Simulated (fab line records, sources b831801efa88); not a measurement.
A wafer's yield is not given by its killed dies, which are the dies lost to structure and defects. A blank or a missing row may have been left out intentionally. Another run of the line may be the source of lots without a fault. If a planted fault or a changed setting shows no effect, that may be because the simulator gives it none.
fab line records ; flow gf180mcu
record lots=24; wafers=72; last-day=34
route steps=602 shown DNWELL@40 DUAL_GATE@152 M1@329 V3@443 V4@477
lots that met no fault: from a run of the same line without faults
start-h: the number of hours between the record's first day and the start of the first shown wafer of the lot ; wait-h: hours since the lot's step before ; " repeats the value in the row above ; L1.1+2: a row that stands for several wafers ; - no value present, or no start provided ; * or withheld: withheld ; < > ~ a bound
route shown NAME@n: NAME is a module with steps in the file, n the number in the route of the first one ; usual: the fault-free wafers' mean and standard deviation ; same: alike in all rows ; chamber/n: place in a boat ; sites: the reading at each site ; _std_site: their standard deviation ; _edge_site: the outer-site mean with the inner-site mean subtracted ; radius-mm: for every site, how far away it sits from the centre of the wafer ; mask NAME#n: copy n ; behind: the last tool/chamber to shape the wafer ; hold: why the lot was held/for how many hours/how that ended ; device: transistor that didn't switch, given as n, p or np ; end of line: the route-end tests of the same wafers ; for a step that has no rows: nothing shown but its recipe ; killed: count of dies lost to structure and defects at first sort (not the wafer's yield) ; map: dies across one wafer; x = killed, . = not, _ = none there
set.NAME: the run value of the setting; set.NAME@STEP: its run value at that earlier step ; model.NAME: the simulator's own value behind a step, which no gauge read
the route's steps for a sample of lots (tables are steps, rows are wafers)
services: from which hour (start-h, from the record's first day; less than 0 if before it) a tool's chamber was out of use, for how many hours, and why
## steps
# step GF_DNWELL_STRIP_08
# recipe chemistry=O2/N2; power-w=1400; pressure-mtorr=1500; platen-temp-c=250; o2-flow-sccm=3000; n2-flow-sccm=300; overash-fraction=0.5
# usual drypump-motor-current-A=5.5/0.49; heater-power-w=341/25; n2-flow-sccm=299.9/0.9; oes-product-au=0.723/0.0044; strip-time-to-endpoint-s=36.97/0.13
lot.wafer;tool;chamber;start-h;wait-h;drypump-motor-current-A;heater-power-w;n2-flow-sccm;oes-product-au;rf-hours-counter-h;strip-time-to-endpoint-s
L074.2;plasma-asher-02;0;43.17;0.1;5.2;339;300.8;0.722;24;37.14
L074.4;plasma-asher-02;0;43.17;0.1;5.2;334;299.9;0.723;-;37.02
L074.6;plasma-asher-02;0;43.17;0.1;5.2;334;299.0;0.714;-;36.97
L075.2;plasma-asher-04;1;47.79;0.1;5.3;367;299.6;0.718;41;36.94
L075.3;plasma-asher-04;1;47.79;0.1;5.3;366;298.9;0.722;-;36.91
L075.6;plasma-asher-04;0;47.79;0.1;5.4;344;298.9;0.727;-;37.03
L076.1;plasma-asher-04;1;53.22;0.1;5.4;372;299.0;0.729;42;36.94
L076.4;plasma-asher-04;1;53.22;0.1;5.3;367;299.3;0.728;-;36.91
L076.5;plasma-asher-04;1;53.22;0.1;5.3;361;299.2;0.726;-;36.92
L077.3;plasma-asher-02;0;59.36;0.1;5.3;338;301.0;0.723;-;36.78
L077.5;plasma-asher-02;1;59.36;0.1;5.2;298;297.3;0.729;-;36.88
L077.6;plasma-asher-02;0;59.36;0.1;5.2;328;301.5;0.716;-;36.82
L078.3;plasma-asher-04;0;64.26;0.1;5.4;343;299.7;0.722;-;36.98
L078.4;plasma-asher-04;1;64.26;0.1;5.3;361;300.2;0.732;-;37.14
L078.6;plasma-asher-04;1;64.26;0.1;5.3;368;301.0;0.714;-;37.16
L079.1;plasma-asher-03;0;68.47;0.1;6.6;303;298.4;0.722;43;37.08
L079.3;plasma-asher-03;1;68.47;0.1;5.4;350;300.9;0.722;-;37.18
L079.6;plasma-asher-03;0;68.47;0.1;6.6;309;299.0;0.722;-;37.18
L080.3;plasma-asher-04;0;73.77;0.1;5.3;334;300.0;0.724;-;37.12
L080.4;plasma-asher-04;1;73.77;0.1;5.3;370;299.6;0.726;-;36.98
L080.6;plasma-asher-04;1;73.77;0.1;5.4;366;300.5;0.717;-;36.93
L081.1;plasma-asher-03;1;81.12;0.1;5.4;359;299.9;0.730;44;37.10
L081.2;plasma-asher-03;0;81.12;0.1;6.6;303;299.4;0.725;44;37.06
L081.3;plasma-asher-03;0;81.12;0.1;6.6;304;298.7;0.724;-;37.11
L082.1;plasma-asher-03;1;84.78;0.1;5.3;364;300.3;0.716;45;37.19
L082.4;plasma-asher-03;0;84.78;0.1;6.6;300;299.6;0.724;-;37.26
L082.6;plasma-asher-03;0;84.78;0.1;6.6;307;300.9;0.723;-;37.17
L083.3;plasma-asher-02;0;90.17;0.1;5.3;329;298.4;0.722;-;36.99
L083.4;plasma-asher-02;1;90.17;0.1;5.2;309;300.3;0.726;-;36.88
L083.5;plasma-asher-02;1;90.17;0.1;5.2;309;299.8;0.727;-;36.75
L084.1;plasma-asher-03;1;95.28;0.1;5.4;363;299.8;0.729;46;37.05
L084.2;plasma-asher-03;0;95.28;0.1;6.6;309;298.6;0.718;46;36.96
L084.5;plasma-asher-03;1;95.28;0.1;5.3;359;300.1;0.727;-;36.97
L085.2;plasma-asher-03;1;101.74;0.1;5.3;359;298.0;0.721;47;36.73
L085.4;plasma-asher-03;0;101.74;0.1;6.5;307;301.6;0.725;-;36.73
L085.6;plasma-asher-03;1;101.74;0.1;5.3;364;300.2;0.721;-;36.83
L086.1;plasma-asher-03;1;107.34;0.1;5.4;366;300.0;0.722;47;37.07
L086.2;plasma-asher-03;0;107.34;0.1;6.5;311;298.7;0.723;47;37.04
L086.4;plasma-asher-03;0;107.34;0.1;6.5;303;301.4;0.721;-;36.99
L087.3;plasma-asher-04;0;111.01;0.1;5.3;353;299.6;0.719;-;36.76
L087.4;plasma-asher-04;1;111.01;0.1;5.3;376;300.5;0.722;-;36.69
L087.6;plasma-asher-04;0;111.01;0.1;5.3;342;300.3;0.717;-;36.67
L088.1;plasma-asher-04;0;118.44;0.1;5.3;347;300.5;0.717;49;36.81
L088.3;plasma-asher-04;0;118.44;0.1;5.3;344;300.6;0.733;-;36.92
L088.4;plasma-asher-04;1;118.44;0.1;5.3;363;299.4;0.723;-;36.93
L089.2;plasma-asher-04;0;122.18;0.1;5.3;348;299.2;0.730;50;37.05
L089.3;plasma-asher-04;1;122.18;0.1;5.3;380;299.7;0.731;-;36.99
L089.5;plasma-asher-04;1;122.18;0.1;5.3;362;300.6;0.722;-;36.97
L090.3;plasma-asher-04;0;128.01;0.1;5.3;343;299.3;0.725;-;36.88
L090.4;plasma-asher-04;1;128.01;0.1;5.4;368;301.2;0.730;-;37.04
L090.6;plasma-asher-04;1;128.01;0.1;5.3;359;300.3;0.720;-;36.96
L091.2;plasma-asher-03;0;132.83;0.1;6.6;303;299.8;0.721;50;37.13
L091.4;plasma-asher-03;1;132.83;0.1;5.4;367;300.6;0.721;-;37.02
L091.6;plasma-asher-03;1;132.83;0.1;5.3;358;299.6;0.728;-;37.10
L092.1;plasma-asher-03;0;138.44;0.1;6.6;310;299.2;0.733;51;37.06
L092.2;plasma-asher-03;1;138.44;0.1;5.3;360;299.9;0.728;51;37.02
L092.4;plasma-asher-03;0;138.44;0.1;6.6;300;299.2;0.721;-;37.00
L093.1;plasma-asher-04;1;143.69;0.1;5.3;369;298.3;0.709;52;36.81
L093.3;plasma-asher-04;1;143.69;0.1;5.3;371;300.0;0.719;-;36.74
L093.4;plasma-asher-04;0;143.69;0.1;5.4;352;298.9;0.720;-;36.80
L094.1;plasma-asher-02;1;150.14;0.1;5.2;314;300.9;0.725;34;37.07
L094.3;plasma-asher-02;0;150.14;0.1;5.2;333;300.7;0.720;-;37.17
L094.6;plasma-asher-02;1;150.14;0.1;5.2;303;300.4;0.720;-;37.11
L095.1;plasma-asher-03;1;154.98;0.1;5.4;360;299.9;0.719;53;37.02
L095.2;plasma-asher-03;0;154.98;0.1;6.6;301;298.8;0.724;53;37.03
L095.3;plasma-asher-03;0;154.98;0.1;6.6;302;300.4;0.722;-;37.01
L096.3;plasma-asher-04;0;159.07;0.1;5.3;344;300.7;0.723;-;36.87
L096.5;plasma-asher-04;0;159.07;0.1;5.3;347;301.4;0.728;-;36.81
L096.6;plasma-asher-04;1;159.07;0.1;5.3;377;300.0;0.724;-;36.82
L097.1;plasma-asher-02;0;170.93;0.1;5.2;335;300.0;0.723;36;36.82
L097.2;plasma-asher-02;1;170.93;0.1;5.2;317;301.1;0.725;36;36.70
L097.4;plasma-asher-02;0;170.93;0.1;5.2;340;300.4;0.727;-;36.70
# step GF_DUAL_GATE_OVL_MEAS_11
# usual DUAL_GATE_OVL=1.0/1.5
lot.wafer;tool;chamber;start-h;wait-h;DUAL_GATE_OVL[nm]
L074.2;overlay-02;-;175.93;0.1;-0.3
L074.4;overlay-02;-;175.93;0.1;-0.2
L074.6;overlay-02;-;175.93;0.1;-1.1
L075.2;overlay-01;-;183.99;0.1;3.6
L075.3;overlay-01;-;183.99;0.1;3.4
L075.6;overlay-01;-;183.99;0.1;4.8
L076.1;overlay-01;-;189.29;0.1;-0.4
L076.4;overlay-01;-;189.29;0.1;1.4
L076.5;overlay-01;-;189.29;0.1;-0.1
L077.3;overlay-01;-;196.88;0.1;-0.2
L077.5;overlay-01;-;196.88;0.1;0.1
L077.6;overlay-01;-;196.88;0.1;-0.9
L078.3;overlay-01;-;206.35;0.1;1.7
L078.4;overlay-01;-;206.35;0.1;1.6
L078.6;overlay-01;-;206.35;0.1;2.6
L079.1;overlay-01;-;213.54;0.1;0.5
L079.3;overlay-01;-;213.54;0.1;3.0
L079.6;overlay-01;-;213.54;0.1;2.3
L080.3;overlay-01;-;216.20;0.1;0.2
L080.4;overlay-01;-;216.20;0.1;-0.1
L080.6;overlay-01;-;216.20;0.1;-0.1
L081.1;overlay-01;-;225.39;0.1;3.8
L081.2;overlay-01;-;225.39;0.1;2.1
L081.3;overlay-01;-;225.39;0.1;2.5
L082.1;overlay-01;-;229.69;0.1;-0.3
L082.4;overlay-01;-;229.69;0.1;-1.1
L082.6;overlay-01;-;229.69;0.1;-1.1
L083.3;overlay-01;-;239.65;0.1;2.0
L083.4;overlay-01;-;239.65;0.1;1.7
L083.5;overlay-01;-;239.65;0.1;1.0
L084.1;overlay-01;-;244.17;0.1;-0.6
L084.2;overlay-01;-;244.17;0.1;0.4
L084.5;overlay-01;-;244.17;0.1;1.0
L085.2;overlay-01;-;253.94;0.1;-0.1
L085.4;overlay-01;-;253.94;0.1;0.5
L085.6;overlay-01;-;253.94;0.1;-1.2
L086.1;overlay-02;-;258.23;0.1;1.7
L086.2;overlay-02;-;258.23;0.1;2.8
L086.4;overlay-02;-;258.23;0.1;1.6
L087.3;overlay-02;-;265.13;0.1;1.3
L087.4;overlay-02;-;265.13;0.1;1.4
L087.6;overlay-02;-;265.13;0.1;1.6
L088.1;overlay-02;-;275.28;0.1;-1.3
L088.3;overlay-02;-;275.28;0.1;-2.3
L088.4;overlay-02;-;275.28;0.1;-1.1
L089.2;overlay-01;-;280.14;0.1;0.7
L089.3;overlay-01;-;280.14;0.1;2.0
L089.5;overlay-01;-;280.14;0.1;1.5
L090.3;overlay-01;-;285.85;0.1;1.3
L090.4;overlay-01;-;285.85;0.1;0.3
L090.6;overlay-01;-;285.85;0.1;1.6
L091.2;overlay-01;-;292.09;0.1;-0.5
L091.4;overlay-01;-;292.09;0.1;0.7
L091.6;overlay-01;-;292.09;0.1;0.0
L092.1;overlay-02;-;298.28;0.1;-2.2
L092.2;overlay-02;-;298.28;0.1;-2.6
L092.4;overlay-02;-;298.28;0.1;-1.2
L093.1;overlay-01;-;308.39;0.1;1.6
L093.3;overlay-01;-;308.39;0.1;1.3
L093.4;overlay-01;-;308.39;0.1;1.7
L094.1;overlay-02;-;317.13;0.1;1.8
L094.3;overlay-02;-;317.13;0.1;2.5
L094.6;overlay-02;-;317.13;0.1;2.0
L095.1;overlay-02;-;323.29;0.1;-0.7
L095.2;overlay-02;-;323.29;0.1;0.7
L095.3;overlay-02;-;323.29;0.1;0.8
L096.3;overlay-01;-;326.93;0.1;1.1
L096.5;overlay-01;-;326.93;0.1;0.8
L096.6;overlay-01;-;326.93;0.1;1.5
L097.1;overlay-01;-;341.97;0.1;3.3
L097.2;overlay-01;-;341.97;0.1;3.9
L097.4;overlay-01;-;341.97;0.1;3.1
# step GF_M1_CD_MEAS_14
# recipe target-cd-nm=230
# usual cd-nm=229.8/1.2
lot.wafer;tool;chamber;start-h;wait-h;cd-nm
L074.2;cd-sem-02;-;384.30;0.1;229.7
L074.4;cd-sem-02;-;384.30;0.1;228.6
L074.6;cd-sem-02;-;384.30;0.1;228.4
L075.2;cd-sem-01;-;392.80;0.1;229.7
L075.3;cd-sem-01;-;392.80;0.1;229.5
L075.6;cd-sem-01;-;392.80;0.1;229.0
L076.1;cd-sem-01;-;404.58;0.1;231.6
L076.4;cd-sem-01;-;404.58;0.1;230.2
L076.5;cd-sem-01;-;404.58;0.1;231.0
L077.3;cd-sem-01;-;415.31;0.1;229.1
L077.5;cd-sem-01;-;415.31;0.1;229.5
L077.6;cd-sem-01;-;415.31;0.1;230.0
L078.3;cd-sem-02;-;424.87;0.1;230.0
L078.4;cd-sem-02;-;424.87;0.1;229.8
L078.6;cd-sem-02;-;424.87;0.1;228.8
L079.1;cd-sem-01;-;434.32;0.1;232.0
L079.3;cd-sem-01;-;434.32;0.1;232.4
L079.6;cd-sem-01;-;434.32;0.1;231.7
L080.3;cd-sem-02;-;438.81;0.1;229.0
L080.4;cd-sem-02;-;438.81;0.1;229.8
L080.6;cd-sem-02;-;438.81;0.1;229.6
L081.1;cd-sem-02;-;456.38;0.1;228.3
L081.2;cd-sem-02;-;456.38;0.1;229.8
L081.3;cd-sem-02;-;456.38;0.1;227.1
L082.1;cd-sem-01;-;456.97;0.1;227.3
L082.4;cd-sem-01;-;456.97;0.1;227.8
L082.6;cd-sem-01;-;456.97;0.1;228.5
L083.3;cd-sem-02;-;472.26;0.1;229.8
L083.4;cd-sem-02;-;472.26;0.1;231.9
L083.5;cd-sem-02;-;472.26;0.1;231.2
L084.1;cd-sem-02;-;478.87;0.1;226.8
L084.2;cd-sem-02;-;478.87;0.1;227.9
L084.5;cd-sem-02;-;478.87;0.1;227.3
L085.2;cd-sem-01;-;493.15;0.1;229.7
L085.4;cd-sem-01;-;493.15;0.1;230.0
L085.6;cd-sem-01;-;493.15;0.1;229.8
L086.1;cd-sem-01;-;496.77;0.1;231.2
L086.2;cd-sem-01;-;496.77;0.1;231.3
L086.4;cd-sem-01;-;496.77;0.1;232.4
L087.3;cd-sem-01;-;502.47;0.1;230.6
L087.4;cd-sem-01;-;502.47;0.1;229.2
L087.6;cd-sem-01;-;502.47;0.1;230.4
L088.1;cd-sem-02;-;514.07;0.1;229.2
L088.3;cd-sem-02;-;514.07;0.1;230.2
L088.4;cd-sem-02;-;514.07;0.1;231.3
L089.2;cd-sem-02;-;519.24;0.1;229.4
L089.3;cd-sem-02;-;519.24;0.1;230.7
L089.5;cd-sem-02;-;519.24;0.1;230.4
L090.3;cd-sem-02;-;525.02;0.1;232.3
L090.4;cd-sem-02;-;525.02;0.1;232.1
L090.6;cd-sem-02;-;525.02;0.1;231.3
L091.2;cd-sem-02;-;535.45;0.1;228.8
L091.4;cd-sem-02;-;535.45;0.1;227.7
L091.6;cd-sem-02;-;535.45;0.1;228.1
L092.1;cd-sem-02;-;542.97;0.1;230.9
L092.2;cd-sem-02;-;542.97;0.1;228.7
L092.4;cd-sem-02;-;542.97;0.1;229.4
L093.1;cd-sem-01;-;551.88;0.1;230.1
L093.3;cd-sem-01;-;551.88;0.1;229.9
L093.4;cd-sem-01;-;551.88;0.1;230.3
L094.1;cd-sem-01;-;561.37;0.1;230.2
L094.3;cd-sem-01;-;561.37;0.1;230.8
L094.6;cd-sem-01;-;561.37;0.1;229.7
L095.1;cd-sem-01;-;567.48;0.1;228.8
L095.2;cd-sem-01;-;567.48;0.1;229.4
L095.3;cd-sem-01;-;567.48;0.1;229.5
L096.3;cd-sem-02;-;571.27;0.1;230.9
L096.5;cd-sem-02;-;571.27;0.1;230.8
L096.6;cd-sem-02;-;571.27;0.1;231.0
L097.1;cd-sem-01;-;586.48;0.1;229.8
L097.2;cd-sem-01;-;586.48;0.1;229.8
L097.4;cd-sem-01;-;586.48;0.1;228.6
# step GF_V3_CD_MEAS_14
# recipe target-cd-nm=260
# usual cd-nm=259.9/1
lot.wafer;tool;chamber;start-h;wait-h;cd-nm
L074.2;cd-sem-02;-;513.15;0.1;261.2
L074.4;cd-sem-02;-;513.15;0.1;260.6
L074.6;cd-sem-02;-;513.15;0.1;260.5
L075.2;cd-sem-02;-;521.19;0.1;260.4
L075.3;cd-sem-02;-;521.19;0.1;260.8
L075.6;cd-sem-02;-;521.19;0.1;260.2
L076.1;cd-sem-02;-;533.60;0.2;260.4
L076.4;cd-sem-02;-;533.60;0.2;259.7
L076.5;cd-sem-02;-;533.60;0.2;261.2
L077.3;cd-sem-02;-;543.48;0.1;259.2
L077.5;cd-sem-02;-;543.48;0.1;257.8
L077.6;cd-sem-02;-;543.48;0.1;257.6
L078.3;cd-sem-02;-;550.13;0.2;259.1
L078.4;cd-sem-02;-;550.13;0.2;258.9
L078.6;cd-sem-02;-;550.13;0.2;258.6
L079.1;cd-sem-01;-;560.13;0.1;257.5
L079.3;cd-sem-01;-;560.13;0.1;258.8
L079.6;cd-sem-01;-;560.13;0.1;258.1
L080.3;cd-sem-01;-;562.07;0.1;259.7
L080.4;cd-sem-01;-;562.07;0.1;258.4
L080.6;cd-sem-01;-;562.07;0.1;259.5
L081.1;cd-sem-01;-;578.22;0.1;259.3
L081.2;cd-sem-01;-;578.22;0.1;259.2
L081.3;cd-sem-01;-;578.22;0.1;260.5
L082.1;cd-sem-01;-;579.73;0.1;260.8
L082.4;cd-sem-01;-;579.73;0.1;259.4
L082.6;cd-sem-01;-;579.73;0.1;260.7
L083.3;cd-sem-01;-;592.57;0.1;260.3
L083.4;cd-sem-01;-;592.57;0.1;260.1
L083.5;cd-sem-01;-;592.57;0.1;261.6
L084.1;cd-sem-01;-;598.73;0.1;260.3
L084.2;cd-sem-01;-;598.73;0.1;260.9
L084.5;cd-sem-01;-;598.73;0.1;260.5
L085.2;cd-sem-01;-;611.89;0.1;259.3
L085.4;cd-sem-01;-;611.89;0.1;259.1
L085.6;cd-sem-01;-;611.89;0.1;258.6
L086.1;cd-sem-01;-;615.18;0.1;259.4
L086.2;cd-sem-01;-;615.18;0.1;259.3
L086.4;cd-sem-01;-;615.18;0.1;259.6
L087.3;cd-sem-01;-;619.87;0.1;259.0
L087.4;cd-sem-01;-;619.87;0.1;260.1
L087.6;cd-sem-01;-;619.87;0.1;259.7
L088.1;cd-sem-01;-;629.83;0.1;259.5
L088.3;cd-sem-01;-;629.83;0.1;260.3
L088.4;cd-sem-01;-;629.83;0.1;259.0
L089.2;cd-sem-02;-;634.90;0.1;258.5
L089.3;cd-sem-02;-;634.90;0.1;258.9
L089.5;cd-sem-02;-;634.90;0.1;258.9
L090.3;cd-sem-02;-;639.17;0.1;259.8
L090.4;cd-sem-02;-;639.17;0.1;259.6
L090.6;cd-sem-02;-;639.17;0.1;260.7
L091.2;cd-sem-02;-;649.25;0.1;261.6
L091.4;cd-sem-02;-;649.25;0.1;262.0
L091.6;cd-sem-02;-;649.25;0.1;261.9
L092.1;cd-sem-01;-;655.43;0.1;260.8
L092.2;cd-sem-01;-;655.43;0.1;260.6
L092.4;cd-sem-01;-;655.43;0.1;261.0
L093.1;cd-sem-02;-;662.68;0.1;258.6
L093.3;cd-sem-02;-;662.68;0.1;259.8
L093.4;cd-sem-02;-;662.68;0.1;259.5
L094.1;cd-sem-02;-;671.83;0.1;259.1
L094.3;cd-sem-02;-;671.83;0.1;260.0
L094.6;cd-sem-02;-;671.83;0.1;260.0
L095.1;cd-sem-01;-;677.28;0.1;259.9
L095.2;cd-sem-01;-;677.28;0.1;260.0
L095.3;cd-sem-01;-;677.28;0.1;258.8
L096.3;cd-sem-02;-;679.62;0.1;262.2
L096.5;cd-sem-02;-;679.62;0.1;261.7
L096.6;cd-sem-02;-;679.62;0.1;260.8
L097.1;cd-sem-01;-;693.63;0.1;260.1
L097.2;cd-sem-01;-;693.63;0.1;260.0
L097.4;cd-sem-01;-;693.63;0.1;259.6
# step GF_V3_CVD_23
# recipe material=W; target-thk-nm=350; time-s=104.9; temp-c=400; pressure-torr=40
# usual chamber-pressure-Torr=40.02/0.084; heater-power-w=858/81
lot.wafer;tool;chamber;start-h;wait-h;chamber-pressure-Torr;heater-power-w
L074.2;cvd-w-01;0;514.05;0.0;39.98;767
L074.4;cvd-w-01;0;514.05;0.0;40.11;750
L074.6;cvd-w-01;1;514.05;0.0;39.94;837
L075.2;cvd-w-01;1;522.12;0.1;40.01;853
L075.3;cvd-w-01;1;522.12;0.1;40.11;887
L075.6;cvd-w-01;1;522.12;0.1;40.05;869
L076.1;cvd-w-01;1;534.52;0.0;40.03;845
L076.4;cvd-w-01;0;534.52;0.0;40.06;732
L076.5;cvd-w-01;0;534.52;0.0;40.03;756
L077.3;cvd-w-01;1;544.39;0.1;40.12;861
L077.5;cvd-w-01;0;544.39;0.1;40.07;763
L077.6;cvd-w-01;1;544.39;0.1;40.08;883
L078.3;cvd-w-02;0;551.05;0.1;39.99;959
L078.4;cvd-w-02;1;551.05;0.1;40.14;825
L078.6;cvd-w-02;1;551.05;0.1;40.08;830
L079.1;cvd-w-01;1;561.09;0.0;40.06;875
L079.3;cvd-w-01;1;561.09;0.0;40.07;880
L079.6;cvd-w-01;0;561.09;0.0;40.07;768
L080.3;cvd-w-01;1;563.02;0.1;40.09;837
L080.4;cvd-w-01;0;563.02;0.1;40.08;761
L080.6;cvd-w-01;1;563.02;0.1;39.88;879
L081.1;cvd-w-02;1;579.13;0.0;39.81;826
L081.2;cvd-w-02;0;579.13;0.0;40.15;981
L081.3;cvd-w-02;1;579.13;0.0;40.08;834
L082.1;cvd-w-02;1;580.65;0.0;39.89;849
L082.4;cvd-w-02;0;580.65;0.0;39.98;961
L082.6;cvd-w-02;0;580.65;0.0;40.08;978
L083.3;cvd-w-02;1;593.50;0.1;39.90;825
L083.4;cvd-w-02;0;593.50;0.1;39.97;981
L083.5;cvd-w-02;0;593.50;0.1;39.98;989
L084.1;cvd-w-01;0;599.69;0.0;40.04;761
L084.2;cvd-w-01;1;599.69;0.0;39.98;867
L084.5;cvd-w-01;0;599.69;0.0;39.99;751
L085.2;cvd-w-02;1;612.78;0.0;40.01;834
L085.4;cvd-w-02;0;612.78;0.0;40.10;992
L085.6;cvd-w-02;0;612.78;0.0;40.09;974
L086.1;cvd-w-02;0;616.13;0.0;39.98;975
L086.2;cvd-w-02;1;616.13;0.0;40.18;840
L086.4;cvd-w-02;1;616.13;0.0;40.16;847
L087.3;cvd-w-02;0;620.82;0.1;39.90;963
L087.4;cvd-w-02;1;620.82;0.1;39.88;827
L087.6;cvd-w-02;0;620.82;0.1;39.87;988
L088.1;cvd-w-01;1;630.75;0.0;40.12;873
L088.3;cvd-w-01;1;630.75;0.0;39.94;877
L088.4;cvd-w-01;0;630.75;0.0;40.15;748
L089.2;cvd-w-02;0;635.84;0.0;40.12;971
L089.3;cvd-w-02;0;635.84;0.0;40.06;978
L089.5;cvd-w-02;0;635.84;0.0;40.11;956
L090.3;cvd-w-02;0;640.12;0.1;39.99;987
L090.4;cvd-w-02;1;640.12;0.1;40.18;832
L090.6;cvd-w-02;0;640.12;0.1;40.06;954
L091.2;cvd-w-01;0;650.15;0.0;39.81;751
L091.4;cvd-w-01;0;650.15;0.0;40.02;754
L091.6;cvd-w-01;1;650.15;0.0;40.01;852
L092.1;cvd-w-02;1;656.35;0.0;40.00;811
L092.2;cvd-w-02;0;656.35;0.0;40.07;982
L092.4;cvd-w-02;1;656.35;0.0;40.07;809
L093.1;cvd-w-02;0;663.61;0.0;39.99;984
L093.3;cvd-w-02;1;663.61;0.0;39.95;824
L093.4;cvd-w-02;0;663.61;0.0;39.98;1012
L094.1;cvd-w-01;1;672.75;0.0;40.03;856
L094.3;cvd-w-01;0;672.75;0.0;40.06;754
L094.6;cvd-w-01;0;672.75;0.0;40.09;735
L095.1;cvd-w-02;1;678.20;0.0;39.93;852
L095.2;cvd-w-02;0;678.20;0.0;39.99;966
L095.3;cvd-w-02;1;678.20;0.0;39.89;829
L096.3;cvd-w-01;0;680.53;0.1;40.07;763
L096.5;cvd-w-01;0;680.53;0.1;39.93;773
L096.6;cvd-w-01;1;680.53;0.1;40.06;840
L097.1;cvd-w-01;1;694.55;0.0;39.95;855
L097.2;cvd-w-01;0;694.55;0.0;40.03;748
L097.4;cvd-w-01;0;694.55;0.0;39.97;778
# step GF_V4_THK_MEAS_01
# recipe reads=SiO2_of_V4_CVD_00
# usual V4_CVD_00_THK=603/6.1
lot.wafer;tool;chamber;start-h;wait-h;V4_CVD_00_THK[nm]
L074.2;film-metro-02;-;538.67;0.0;618
L074.4;film-metro-02;-;538.67;0.0;605
L074.6;film-metro-02;-;538.67;0.0;599
L075.2;film-metro-02;-;546.57;0.0;595
L075.3;film-metro-02;-;546.57;0.0;618
L075.6;film-metro-02;-;546.57;0.0;611
L076.1;film-metro-02;-;558.74;0.0;603
L076.4;film-metro-02;-;558.74;0.0;607
L076.5;film-metro-02;-;558.74;0.0;605
L077.3;film-metro-04;-;568.10;0.1;595
L077.5;film-metro-04;-;568.10;0.1;616
L077.6;film-metro-04;-;568.10;0.1;618
L078.3;film-metro-04;-;575.01;0.1;618
L078.4;film-metro-04;-;575.01;0.1;610
L078.6;film-metro-04;-;575.01;0.1;603
L079.1;film-metro-01;-;584.92;0.0;603
L079.3;film-metro-01;-;584.92;0.0;596
L079.6;film-metro-01;-;584.92;0.0;607
L080.3;film-metro-02;-;586.57;0.1;601
L080.4;film-metro-02;-;586.57;0.1;600
L080.6;film-metro-02;-;586.57;0.1;601
L081.1;film-metro-04;-;602.04;0.0;604
L081.2;film-metro-04;-;602.04;0.0;597
L081.3;film-metro-04;-;602.04;0.0;607
L082.1;film-metro-02;-;603.04;0.0;607
L082.4;film-metro-02;-;603.04;0.0;606
L082.6;film-metro-02;-;603.04;0.0;609
L083.3;film-metro-01;-;616.44;0.1;600
L083.4;film-metro-01;-;616.44;0.1;604
L083.5;film-metro-01;-;616.44;0.1;602
L084.1;film-metro-04;-;621.96;0.0;591
L084.2;film-metro-04;-;621.96;0.0;595
L084.5;film-metro-04;-;621.96;0.0;597
L085.2;film-metro-01;-;635.42;0.0;601
L085.4;film-metro-01;-;635.42;0.0;602
L085.6;film-metro-01;-;635.42;0.0;609
L086.1;film-metro-04;-;638.38;0.0;608
L086.2;film-metro-04;-;638.38;0.0;611
L086.4;film-metro-04;-;638.38;0.0;608
L087.3;film-metro-01;-;642.04;0.1;612
L087.4;film-metro-01;-;642.04;0.1;607
L087.6;film-metro-01;-;642.04;0.1;605
L088.1;film-metro-01;-;652.13;0.0;603
L088.3;film-metro-01;-;652.13;0.0;601
L088.4;film-metro-01;-;652.13;0.0;599
L089.2;film-metro-04;-;657.56;0.0;596
L089.3;film-metro-04;-;657.56;0.0;605
L089.5;film-metro-04;-;657.56;0.0;600
L090.3;film-metro-02;-;661.49;0.1;600
L090.4;film-metro-02;-;661.49;0.1;605
L090.6;film-metro-02;-;661.49;0.1;598
L091.2;film-metro-04;-;670.40;0.1;598
L091.4;film-metro-04;-;670.40;0.1;606
L091.6;film-metro-04;-;670.40;0.1;600
L092.1;film-metro-01;-;677.15;0.0;606
L092.2;film-metro-01;-;677.15;0.0;608
L092.4;film-metro-01;-;677.15;0.0;610
L093.1;film-metro-01;-;684.60;0.0;598
L093.3;film-metro-01;-;684.60;0.0;597
L093.4;film-metro-01;-;684.60;0.0;599
L094.1;film-metro-01;-;693.25;0.0;596
L094.3;film-metro-01;-;693.25;0.0;603
L094.6;film-metro-01;-;693.25;0.0;606
L095.1;film-metro-04;-;697.85;0.0;592
L095.2;film-metro-04;-;697.85;0.0;602
L095.3;film-metro-04;-;697.85;0.0;597
L096.3;film-metro-04;-;701.02;0.1;598
L096.5;film-metro-04;-;701.02;0.1;601
L096.6;film-metro-04;-;701.02;0.1;603
L097.1;film-metro-02;-;713.85;0.0;598
L097.2;film-metro-02;-;713.85;0.0;604
L097.4;film-metro-02;-;713.85;0.0;599
## services
tool;chamber;start-h;hours;kind
cvd-w-02;1;25.63;3.9;repair
plasma-asher-03;-;40.86;4.9;repair
cvd-w-01;0;42.58;36.3;repair
plasma-asher-03;-;51.69;0.9;repair
cvd-w-01;1;71.87;14.2;repair
cvd-w-02;-;94.31;0.4;repair
cvd-w-02;1;94.75;2.7;repair
cvd-w-01;-;117.93;0.6;repair
cvd-w-01;1;197.14;2.0;repair
plasma-asher-03;-;202.40;1.5;repair
plasma-asher-04;-;215.03;1.8;repair
plasma-asher-04;-;216.84;2.8;pm
cvd-w-02;-;218.18;2.8;pm
plasma-asher-03;-;229.30;9.2;repair
cvd-w-01;-;244.46;6.9;pm
cvd-w-02;-;253.98;6.9;pm
cvd-w-02;0;342.12;4.3;repair
cvd-w-01;-;390.00;14.0;pm
cvd-w-01;1;397.71;6.0;repair
cvd-w-01;-;406.34;0.3;repair
plasma-asher-04;-;421.25;9.0;pm
cvd-w-02;-;514.19;0.3;repair
cvd-w-01;0;518.52;13.2;repair
plasma-asher-03;-;610.44;0.4;repair
## key
fault none
